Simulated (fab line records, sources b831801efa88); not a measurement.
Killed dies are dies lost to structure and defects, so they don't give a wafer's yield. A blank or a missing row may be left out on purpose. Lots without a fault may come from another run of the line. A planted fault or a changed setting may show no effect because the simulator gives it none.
A struck lot beside a sound one | flow sky130 | 15 steps out of a route of 708
Sound: wafers L686.1, L686.3, L686.4. Struck: wafers L681.2, L681.3, L681.5. The cause comes at the end.
At each step with rows: each side's tool, then ch and its chambers, then its first start. Under that, the readings that differ: sound wafers | struck wafers | difference of the means | sigmas: that difference in standard deviations of wafers without a fault.
alike: readings whose means differ by less than 2 such deviations, and words and numbers that are the same on both sides. not compared: withheld readings, readings that some wafer has no value for, bounds like >300 that may hide the same value, and numbers for which the record gives no deviation and whose values overlap.
The two part at a step that has a row with sigmas, a row that says differs or no value, or rows on one side only. Numbers that don't overlap but have no deviation are shown without sigmas and don't part them. A reading that every wafer of one side lacks parts them only if that side has two wafers or more.

first, 3 steps without rows for these wafers: SKY_SONOS_TUNNEL_EXPOSE_04 (exposes mask TUNM, target cd 410 nm); SKY_SONOS_TUNNEL_PEB_05; SKY_SONOS_TUNNEL_DEVELOP_06 (develop time 60 s).
SKY_SONOS_TUNNEL_CD_MEAS_07: target cd 410 nm.
  sound on cd_sem-02, day 18 06:41; struck on cd_sem-02, day 16 13:15
  alike: cd_nm
SKY_SONOS_TUNNEL_OVL_MEAS_08:
  sound on overlay-02, day 18 06:48; struck on overlay-02, day 16 13:21
  alike: SONOS_TUNNEL_OVL
then, 3 steps without rows for these wafers: SKY_SONOS_TUNNEL_IMPLANT_09; SKY_SONOS_TUNNEL_WET_ETCH_10 (etches SiO2 in dHF, target depth 14 nm, time 280 s); SKY_SONOS_TUNNEL_STRIP_11 (strips in SPM, time 600 s).
SKY_SONOS_TUNNEL_TW_MEAS_12:
  sound on film_metro-02, day 18 07:17; struck on film_metro-02, day 16 13:53
  alike: SONOS_TUNNEL_TW
then, 2 steps without rows for these wafers: SKY_SONOS_TUNNEL_CLEAN_13 (cleans in dHF, time 20 s); SKY_SONOS_ONO_OXIDATION_00 (stabilise 600 s, purge 300 s, target thk 2.6 nm).
SKY_SONOS_ONO_THK_MEAS_01:
  sound on film_metro-04, day 18 09:59; struck on film_metro-04, day 16 16:02
  alike: SONOS_ONO_OXIDATION_THK
SKY_SONOS_ONO_CVD_02: deposits Si3N4 from DCS/NH3, target thk 10.5 nm, time 180 s.
  sound on lpcvd-02 ch 1, day 18 10:34; struck on lpcvd-02 ch 0, day 16 16:52
  reading                | sound          | struck         | difference | sigmas
  zone_power_top_pct (%) | 26.4 27.1 27.2 | 26.4 26.1 26.0 | -0.7       | -2
  alike: spike_tc_lower_C, zone_power_bottom_pct
SKY_SONOS_ONO_THK_MEAS_03:
  sound on film_metro-02, day 18 11:37; struck on film_metro-01, day 16 18:08
  reading                   | sound             | struck         | difference | sigmas
  SONOS_ONO_CVD_02_THK (nm) | 10.62 10.65 10.47 | 8.29 8.34 8.36 | -2.25      | -14
  not compared: hold
-- the record jumps here: 33 days lie between the struck wafers' starts before and after (it left off in module SONOS_ONO and takes up again in module PAD_OPEN, whose first step shown is number 708 of the route) --
SKY_PAD_OPEN_PROBE_99:
  the record has rows for the struck wafers here (prober-01, day 49 19:30) and none for the sound ones

WHERE THEY PART
First at SKY_SONOS_ONO_CVD_02; last, within this record, at SKY_PAD_OPEN_PROBE_99.

WHY: what the simulator had put in
Site profile drift: lpcvd-02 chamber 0, from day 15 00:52 on, at SKY_SONOS_ONO_CVD_02. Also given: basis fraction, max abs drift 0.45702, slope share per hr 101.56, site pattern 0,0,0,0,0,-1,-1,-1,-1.
